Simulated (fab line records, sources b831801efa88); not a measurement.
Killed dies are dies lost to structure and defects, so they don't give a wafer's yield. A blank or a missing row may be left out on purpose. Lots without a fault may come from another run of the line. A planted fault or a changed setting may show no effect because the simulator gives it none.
fab line records | flow sky130
record lots=6 wafers=16 last_day=50
route steps=708 shown METAL1@446 VIA1@458 PAD_OPEN@708
lots that met no fault: from a run of the same line without faults
start_h: hours from the record's first day to the start of the lot's first wafer shown | wait_h: hours since the lot's step before | " the same as in the row above | L1.1+2: a row that stands for several wafers | - no value, or no start given | * or withheld: withheld | < > ~ a bound
route shown NAME@n: a module of which the file shows steps, and the number in the route of the first | usual: mean/standard deviation of fault-free wafers | same: alike in all rows | chamber/n: place in a boat | sites: the reading at each site | _std_site: their standard deviation | _edge_site: outer sites' mean less inner sites' | radius_mm: how far each site lies from the wafer's centre | mask NAME#n: copy n | behind: the tool/chamber that last shaped the wafer | hold: why the lot was held/for how many hours/how that ended | device: the transistor (n, p or np) that didn't switch | end of line: the same wafers' tests at the end of the route | a step without rows: its recipe alone | killed: dies lost to structure and defects at the first sort, not the wafer's yield | map: a wafer's dies, x killed, . not, _ none there
set.NAME: the setting as run; set.NAME@STEP: as run at that earlier step | model.NAME: the simulator's own value behind a step, which no gauge read
lots at some steps of the route; a table a step, a row a wafer
services: from which hour (start_h, from the record's first day; less than 0 if before it) a tool's chamber was out of use, for how many hours, and why
## steps
# step SKY_METAL1_EXPOSE_12
# recipe mask_id=MM1 na=0.8 source_shape=annular sigma_inner=0.55 sigma_outer=0.85 target_cd_nm=140 dose_mj=28
# step SKY_METAL1_PEB_13
# recipe peb_temp_c=withheld peb_time_s=withheld resist=KrF-thick
# step SKY_METAL1_DEVELOP_14
# recipe develop_time_s=60 resist=KrF-thick dev_temp_c=21
# step SKY_METAL1_CD_MEAS_15
# recipe target_cd_nm=140
# usual cd_nm=140.4/1.5
# columns lot.wafer tool chamber start_h wait_h cd_nm
L602.1 cd_sem-02 - 760.17 - 141.2
L602.2 " - " " 142.0
L602.3 " - " " 141.8
L604.2 cd_sem-02 - 775.64 - 140.2
L604.3 " - " " 138.3
L604.4 " - " " 139.3
L616.2 cd_sem-02 - 871.87 - 137.5
L616.3 " - " " 139.0
L618.3 cd_sem-01 - 888.41 - 143.1
L618.4 " - " " 142.0
L623.1 cd_sem-02 - 923.72 - 139.1
L623.2 " - " " 140.6
L623.3 " - " " 141.0
L625.2 cd_sem-01 - 933.52 - 140.0
L625.3 " - " " 140.6
L625.5 " - " " 140.4
# step SKY_METAL1_OVL_MEAS_16
# usual METAL1_OVL=1/5.9
# columns lot.wafer tool chamber start_h wait_h METAL1_OVL[nm]
L602.1 overlay-01 - 760.29 0.1 4
L602.2 " - " " 2
L602.3 " - " " 10
L604.2 overlay-01 - 775.74 0.1 9
L604.3 " - " " 1
L604.4 " - " " 1
L616.2 overlay-01 - 871.97 0.1 0
L616.3 " - " " 5
L618.3 overlay-02 - 888.50 0.1 -4
L618.4 " - " " -3
L623.1 overlay-02 - 923.84 0.1 1
L623.2 " - " " 3
L623.3 " - " " 6
L625.2 overlay-01 - 933.62 0.1 -4
L625.3 " - " " -4
L625.5 " - " " 6
# step SKY_METAL1_DESCUM_17
# recipe chemistry=O2 source_power_w=150 bias_power_w=0 pressure_mtorr=10 temp_c=40 time_s=8
# usual drypump_motor_current_A=5.6/0.38 oes_product_au=0.998/0.0076 temp_c=39.99/0.11
# columns lot.wafer tool chamber start_h wait_h drypump_motor_current_A oes_product_au rf_hours_counter_h temp_c
L602.1 rie_metal-02 1 760.33 0.0 5.4 0.995 13 39.82
L602.2 " 0 " " 5.0 0.998 0 40.06
L602.3 " 1 " " 5.4 1.001 - 40.06
L604.2 rie_metal-04 1 775.77 0.0 5.3 1.006 9 39.87
L604.3 " 0 " " 6.1 0.989 - 39.83
L604.4 " 1 " " 5.3 0.999 - 39.94
L616.2 rie_metal-04 0 872.00 0.0 6.1 0.981 9 39.94
L616.3 " 0 " " 6.1 0.987 - 39.91
L618.3 rie_metal-04 0 888.53 0.0 6.1 0.988 - 40.05
L618.4 " 1 " " 5.3 0.997 - 40.06
L623.1 rie_metal-02 0 923.87 0.0 5.0 1.000 7 39.94
L623.2 " 1 " " 5.4 0.989 2 39.86
L623.3 " 1 " " 5.4 0.999 - 40.04
L625.2 rie_metal-04 1 933.65 0.0 5.3 1.008 16 40.01
L625.3 " 0 " " 6.2 1.007 - 39.94
L625.5 " 0 " " 6.1 1.006 - 39.88
# step SKY_METAL1_ETCH_18
# recipe chemistry=N2/H2 target=BARC ion_energy_ev=200 bias_w=100 pressure_mtorr=30 n2_flow_sccm=100 h2_flow_sccm=200 icp_w=500 stop_on=SiO2 time_s=45.9 target_depth_a=600
# usual drypump_motor_current_A=5.6/0.37 oes_product_au=0.855/0.0047 throttle_valve_pct=13.225/0.0082
# columns lot.wafer tool chamber start_h wait_h drypump_motor_current_A oes_product_au rf_hours_counter_h throttle_valve_pct
L602.1 rie_metal-02 1 760.37 0.0 5.4 0.856 13 13.230
L602.2 " 0 " " 5.1 0.859 0 13.211
L602.3 " 1 " " 5.4 0.858 - 13.220
L604.2 rie_metal-04 1 775.80 0.0 5.3 0.855 9 13.225
L604.3 " 0 " " 6.2 0.851 - 13.231
L604.4 " 1 " " 5.3 0.853 - 13.236
L616.2 rie_metal-04 0 872.03 0.0 6.2 0.861 9 13.207
L616.3 " 0 " " 6.1 0.854 - 13.216
L618.3 rie_metal-04 0 888.57 0.0 6.2 0.853 - 13.215
L618.4 " 1 " " 5.3 0.856 - 13.233
L623.1 rie_metal-02 0 923.90 0.0 5.1 0.857 7 13.217
L623.2 " 1 " " 5.4 0.849 2 13.228
L623.3 " 1 " " 5.4 0.851 - 13.214
L625.2 rie_metal-04 1 933.68 0.0 5.3 0.854 16 13.224
L625.3 " 0 " " 6.1 0.854 - 13.207
L625.5 " 0 " " 6.2 0.859 - 13.241
# step SKY_METAL1_METAL_ETCH_19
# recipe target_depth_a=3600 stop_on=SiO2 over_etch_frac=0.3 time_s=78 chemistry=Cl2/BCl3 resist_sidewall_deg=88 pressure_mtorr=10 icp_w=900 bias_w=48.5 Cl2_flow_sccm=60 bcl3_flow_sccm=30
# usual bcl3_flow_sccm=29.99/0.096 drypump_motor_current_A=5.6/0.37 oes_product_au=0.854/0.0054 throttle_valve_pct=22.264/0.0082
# columns lot.wafer tool chamber start_h wait_h bcl3_flow_sccm drypump_motor_current_A oes_product_au rf_hours_counter_h throttle_valve_pct
L602.1 rie_metal-02 1 760.45 0.1 30.06 5.4 0.854 13 22.273
L602.2 " 0 " " 30.13 5.0 0.852 0 22.264
L602.3 " 1 " " 30.01 5.4 0.849 - 22.259
L604.2 rie_metal-04 1 775.87 0.0 29.92 5.3 0.855 9 22.260
L604.3 " 0 " " 29.97 6.2 0.856 - 22.276
L604.4 " 1 " " 30.06 5.3 0.843 - 22.265
L616.2 rie_metal-04 0 872.10 0.0 30.07 6.1 0.863 9 22.274
L616.3 " 0 " " 30.14 6.2 0.852 - 22.259
L618.3 rie_metal-04 0 888.65 0.1 29.98 6.2 0.848 - 22.271
L618.4 " 1 " " 30.08 5.3 0.855 - 22.264
L623.1 rie_metal-02 0 923.97 0.0 29.81 5.0 0.864 8 22.263
L623.2 " 1 " " 30.21 5.4 0.852 2 22.264
L623.3 " 1 " " 30.17 5.4 0.850 - 22.258
L625.2 rie_metal-04 1 933.75 0.0 30.04 5.3 0.846 16 22.248
L625.3 " 0 " " 30.15 6.1 0.852 - 22.267
L625.5 " 0 " " 30.15 6.1 0.850 - 22.276
# step SKY_METAL1_STRIP_20
# recipe chemistry=O2/N2 power_w=1400 pressure_mtorr=1500 platen_temp_c=withheld o2_flow_sccm=3000 n2_flow_sccm=300 overash_fraction=0.5
# usual drypump_motor_current_A=5.6/0.58 oes_product_au=0.344/0.0044 strip_time_to_endpoint_s=2.713/0.03
# columns lot.wafer tool chamber start_h wait_h drypump_motor_current_A oes_product_au rf_hours_counter_h strip_time_to_endpoint_s
L602.1 plasma_asher-03 1 760.57 0.1 5.9 0.335 60 2.709
L602.2 " 0 " " 6.7 0.338 60 2.705
L602.3 " 1 " " 5.9 0.337 - 2.726
L604.2 plasma_asher-03 0 775.96 0.1 6.7 0.346 61 2.686
L604.3 " 1 " " 5.9 0.344 - 2.757
L604.4 " 0 " " 6.7 0.333 - 2.680
L616.2 plasma_asher-02 1 872.19 0.1 5.3 0.346 13 2.713
L616.3 " 0 " " 5.6 0.343 - 2.714
L618.3 plasma_asher-02 1 888.74 0.1 5.4 0.347 - 2.680
L618.4 " 0 " " 5.6 0.341 - 2.667
L623.1 plasma_asher-04 1 924.06 0.1 5.3 0.345 110 2.713
L623.2 " 0 " " 5.0 0.342 110 2.696
L623.3 " 0 " " 5.0 0.343 - 2.693
L625.2 plasma_asher-03 1 933.84 0.1 5.9 0.350 77 2.646
L625.3 " 0 " " 6.7 0.344 - 2.692
L625.5 " 0 " " 6.7 0.348 - 2.679
# step SKY_METAL1_STRIP_21
# recipe chemistry=post_etch_residue_remover time_s=1200 temp_c=72.5
# step SKY_METAL1_CLEAN_22
# recipe chemistry=IPA time_s=180 temp_c=25
# step SKY_METAL1_CLEAN_23
# recipe chemistry=O3/DIW dry=n2_spin
# step SKY_VIA1_HDPCVD_00
# recipe material=SiO2 target_thk_nm=1030 sigma_open_frac=0.3 time_s=171.7 temp_c=400 sih4_flow_sccm=60 pressure_mtorr=6
# usual run_length_s=199.9/0.32
# columns lot.wafer tool chamber start_h wait_h run_length_s model.SiO2_of_VIA1_HDPCVD_00.thk_nm
L602.1 hdpcvd-02 0 761.17 0.0 200.1 1034
L602.2 " 1 " " 199.7 1036
L602.3 " 2 " " 200.6 1038
L604.2 hdpcvd-01 1 776.55 0.0 199.6 1025
L604.3 " 2 " " 199.7 1028
L604.4 " 2 " " 199.3 1021
L616.2 hdpcvd-02 1 872.78 0.0 199.8 1019
L616.3 " 2 " " 230.9 1214
L618.3 hdpcvd-02 1 889.35 0.1 230.6 1212
L618.4 " 0 " " 200.9 1035
L623.1 hdpcvd-01 0 924.65 0.0 199.8 1014
L623.2 " 2 " " 199.4 1003
L623.3 " 1 " " 200.2 1001
L625.2 hdpcvd-01 1 934.44 0.0 199.8 1003
L625.3 " 2 " " 199.6 1011
L625.5 " 2 " " 199.6 1018
# step SKY_VIA1_THK_MEAS_01
# recipe reads=SiO2_of_VIA1_HDPCVD_00
# usual VIA1_HDPCVD_THK=1027/9.6
# columns lot.wafer tool chamber start_h wait_h VIA1_HDPCVD_THK[nm]
L602.1 film_metro-04 - 761.29 0.1 1034
L602.2 " - " " 1037
L602.3 " - " " 1037
L604.2 film_metro-01 - 776.67 0.1 1025
L604.3 " - " " 1028
L604.4 " - " " 1021
L616.2 film_metro-04 - 872.91 0.1 1019
L616.3 " - " " 1215
L618.3 film_metro-03 - 889.49 0.1 1212
L618.4 " - " " 1036
L623.1 film_metro-04 - 924.76 0.1 1014
L623.2 " - " " 1004
L623.3 " - " " 1002
L625.2 film_metro-04 - 934.57 0.1 1003
L625.3 " - " " 1011
L625.5 " - " " 1019
# step SKY_VIA1_CMP_02
# recipe material=SiO2 down_force_psi=4 platen_rpm=60 pad_velocity_m_s=0.94248
# usual motor_current_A=12.5/1
# columns lot.wafer tool chamber start_h wait_h motor_current_A
L602.3 cmp-02 2 761.40 0.1 14.2
L602.2 " 3 " " 13.4
L602.1 " 0 " " 10.6
L604.3 cmp-01 3 776.77 0.1 12.7
L604.4 " 0 " " 13.1
L604.2 " 1 " " 11.9
L616.2 cmp-01 3 873.06 0.1 12.4
L616.3 " 0 " " 12.6
L618.3 cmp-02 0 889.53 0.0 10.7
L618.4 " 3 " " 13.7
L623.2 cmp-02 3 924.82 0.0 12.9
L623.1 " 0 " " 10.5
L623.3 " 2 " " 14.0
L625.3 cmp-01 0 934.67 0.1 12.7
L625.2 " 2 " " 11.9
L625.5 " 3 " " 12.6
# step SKY_PAD_OPEN_PROBE_99
# usual defect_limited_yield=82.8/2 killed_at_M0_to_M3=42/7.3 killed_at_M4_up=3.2/1.8 killed_at_contacts=25/5.2 killed_at_front_end=15/4.6 killed_at_other=0.3/0.62 killed_dies=85/9.9 killed_open=46/7.1 killed_short=38/5.7 sort_bin_3_pad_short=0.9/0.42 sort_bin_5_function=10.0/1.5 sort_bin_6_memory=6.3/1.2 sort_n_pass=407/9.9 sort_yield_pct=82.8/2
# same gross_dies=492 killed_at_back_side=0 sort_bin_4_leakage[%]=0 sort_bin_8_speed[%]=0
# columns lot.wafer tool chamber start_h wait_h defect_limited_yield[%] killed_at_M0_to_M3 killed_at_M4_up killed_at_contacts killed_at_front_end killed_at_other killed_dies killed_open killed_short sort_bin_3_pad_short[%] sort_bin_5_function[%] sort_bin_6_memory[%] sort_n_pass sort_yield_pct[%]
L616.2 prober-02 - 1154.97 0.1 85.0 33 0 25 16 0 74 39 35 0.2 9.3 5.5 418 85.0
L616.3 prober-02 - 1155.02 0.2 82.9 34 7 30 13 0 84 52 32 0.6 9.6 6.9 408 82.9
L623.1 prober-01 - 1191.67 0.1 86.8 31 2 21 11 0 65 37 28 0 6.9 6.3 427 86.8
L623.2 prober-01 - 1191.72 0.1 83.1 42 2 25 14 0 83 43 40 1.4 9.8 5.7 409 83.1
L623.3 prober-01 - 1191.77 0.2 85.2 27 3 31 10 2 73 43 30 0.8 9.6 4.5 419 85.2
# killed by level:class
L616.2 VIA1:geometric_particle:open=11 CONTACT:geometric_particle:open=7 LI_CONTACT:geometric_particle:short=6 FIELD_ISO:geometric_particle:short=5 POLY_GATE:geometric_particle:open=5 CONTACT:geometric_particle:short=5 METAL2:geometric_particle:short=5 POLY_GATE:geometric_particle:short=4
L616.3 VIA1:geometric_particle:open=14 CONTACT:geometric_particle:open=11 LI_CONTACT:geometric_particle:open=7 METAL4:geometric_particle:short=6 LOCAL_INTERCONNECT:geometric_particle:short=5 METAL2:geometric_particle:short=5 FIELD_ISO:geometric_particle:short=4 LOCAL_INTERCONNECT:geometric_particle:open=4
L623.1 VIA2:geometric_particle:open=7 LI_CONTACT:geometric_particle:open=6 CONTACT:geometric_particle:open=6 VIA1:geometric_particle:open=5 POLY_GATE:geometric_particle:open=4 METAL3:geometric_particle:short=4 METAL2:geometric_particle:short=4 CONTACT:geometric_particle:short=3
L623.2 CONTACT:geometric_particle:open=12 LI_CONTACT:geometric_particle:open=7 VIA1:geometric_particle:open=7 VIA2:geometric_particle:open=7 FIELD_ISO:geometric_particle:short=6 METAL1:geometric_particle:short=6 VIA1:geometric_particle:short=5 CONTACT:geometric_particle:short=4
L623.3 LI_CONTACT:geometric_particle:open=9 CONTACT:geometric_particle:short=8 CONTACT:geometric_particle:open=7 VIA3:geometric_particle:open=7 VIA2:geometric_particle:open=6 METAL1:geometric_particle:short=4 VIA1:geometric_particle:short=4 FIELD_ISO:geometric_particle:open=3
## services
# columns tool chamber start_h hours kind
cmp-01 - 747.54 4.0 pm
plasma_asher-03 - 755.00 0.6 repair
cmp-02 - 755.75 0.5 repair
hdpcvd-02 2 764.47 9.7 repair
hdpcvd-01 - 766.29 6.0 pm
cmp-01 - 772.49 3.1 pm
cmp-02 - 773.42 0.5 repair
hdpcvd-02 0 779.52 6.1 repair
rie_metal-02 - 786.34 2.5 repair
rie_metal-02 - 791.23 1.2 repair
cmp-02 - 799.78 2.7 repair
cmp-02 - 824.61 0.4 repair
cmp-02 - 826.13 1.7 repair
hdpcvd-02 2 828.94 3.7 repair
cmp-01 - 840.58 1.3 repair
cmp-01 - 840.75 2.0 repair
cmp-02 - 858.63 2.8 repair
rie_metal-02 1 866.53 - clean
rie_metal-02 1 866.53 15.4 scheduled_down
cmp-02 - 879.40 0.7 repair
cmp-02 - 885.99 1.0 repair
hdpcvd-02 2 887.04 15.1 repair
cmp-02 - 912.29 4.0 pm
hdpcvd-02 - 916.83 1.4 repair
## key
first_sign step=SKY_VIA1_HDPCVD_00 reading=run_length_s direction=up sigmas=96 usual=* struck=*
effect step=SKY_VIA1_THK_MEAS_01 reading=VIA1_HDPCVD_THK direction=up sigmas=19 usual=1027 struck=1213
model_effect step=SKY_VIA1_HDPCVD_00 value=SiO2_of_VIA1_HDPCVD_00.thk_nm without=1027 struck=1213
met_at SKY_VIA1_HDPCVD_00
struck_wafers L616.3,L618.3
onset_between 761.17 872.78
fault kind=process_parameter_drift tool=hdpcvd-02 chamber=- onset_h=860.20 steps=SKY_VIA1_HDPCVD_00 channel=time_s offset=* shape=step end_h=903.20 scope=struck_wafers_only acts_in=* stated=*
